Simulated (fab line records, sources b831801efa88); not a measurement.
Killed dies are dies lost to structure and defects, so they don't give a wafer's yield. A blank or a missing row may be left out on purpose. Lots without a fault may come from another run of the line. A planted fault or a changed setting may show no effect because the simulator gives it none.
One fault seen from 2 desks | flow gf180mcu | each desk has only its own numbers; what lay behind them comes last

THE METROLOGY DESK
What the gauges read, lot by lot, whatever tool the lot ran on: means of the sampled wafers that have a number. A lot is out of limits, marked OUT, if its mean lies more than 4 standard deviations from the usual mean; the brackets give that distance.
Columns: A = HV_LDD_2_TW at GF_HV_LDD_TW_MEAS_23, usual 1062; B = PSD_TW at GF_PSD_TW_MEAS_11, usual 3221; C = SAB_OVL at GF_SAB_OVL_MEAS_10, usual -1.2 nm
lot  | first seen here | A    | B                    | C
L423 | day 10 21:46    | 1064 | 3245                 | -0.3
L424 | day 11 06:32    | 1063 | 3201                 | -1.4
L425 | day 11 07:32    | 1061 | 3250                 | -1.7
L426 | day 11 16:58    | 1056 | 3199                 | -1.8
L427 | day 12 02:46    | 1058 | 3181                 | -2.4
L428 | day 12 06:02    | 1069 | 3252                 | -2.6
L429 | day 12 13:32    | 1057 | 3206                 | -3.2
L431 | day 13 09:02    | 1069 | 3210                 | -1.7
L432 | day 13 13:33    | 1065 | 3260                 | -0.5
L433 | day 14 03:11    | 1066 | 3256                 | -0.7
L439 | day 15 15:56    | 1060 | 79 (-99 or more) OUT | -2.8
L445 | day 18 03:07    | 1067 | 3201                 | -1.7
L446 | day 18 12:16    | 1061 | 3252                 | -2.6
This desk's finding: out of limits on L439; first on L439, day 19 20:36 (PSD_TW at GF_PSD_TW_MEAS_11). In limits: L423, L424, L425, L426, L427, L428, L429, L431, L432, L433, L445, L446.

THE TOOL OWNER'S DESK: plasma_asher-02
The tool's own readings at GF_NSD_STRIP_11 (strips in O2/N2): means of the sampled wafers that have a number, for each lot that ran on this tool. A lot is out of limits, marked OUT, if its mean lies more than 4 standard deviations from the usual mean; the brackets give that distance.
Columns: A = drypump_motor_current_A at GF_NSD_STRIP_11, usual 5.5 A; B = heater_power_w at GF_NSD_STRIP_11, usual 336 W; C = oes_product_au at GF_NSD_STRIP_11, usual 0.487 a.u.; D = strip_time_to_endpoint_s at GF_NSD_STRIP_11, usual 22.97 s
lot  | first seen here | A   | B   | C               | D
L423 | day 13 11:49    | 5.1 | 354 | 0.489           | 22.99
L429 | day 15 07:05    | 5.1 | 352 | 0.491           | 22.97
L432 | day 16 08:31    | 5.2 | 337 | 0.492           | 22.93
L433 | day 17 00:20    | 5.1 | 349 | 0.488           | 22.97
L439 | day 18 18:38    | 5.1 | 351 | 0.586 (+22) OUT | -
L445 | day 21 08:21    | 5.1 | 353 | 0.480           | 23.03
L446 | day 21 17:52    | 5.2 | 332 | 0.494           | 23.00
This desk's finding: out of limits on L439; first on L439, day 18 18:38 (oes_product_au at GF_NSD_STRIP_11). In limits: L423, L429, L432, L433, L445, L446.

PUT TOGETHER
The tool owner's desk could have raised an alarm at day 18 18:38, on L439.
The metrology desk could have raised an alarm at day 19 20:36, on L439.
Of the lots named, all ran GF_NSD_STRIP_11 on plasma_asher-02.

WHAT THE SIMULATOR HAD PUT IN
Strip aborted: plasma_asher-02, from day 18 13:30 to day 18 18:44, at GF_NSD_STRIP_11. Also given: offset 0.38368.
Lots struck among those shown: L439.
Hours from the fault's start to each desk's first reading out of limits: the tool owner's desk, 5; the metrology desk, 31.
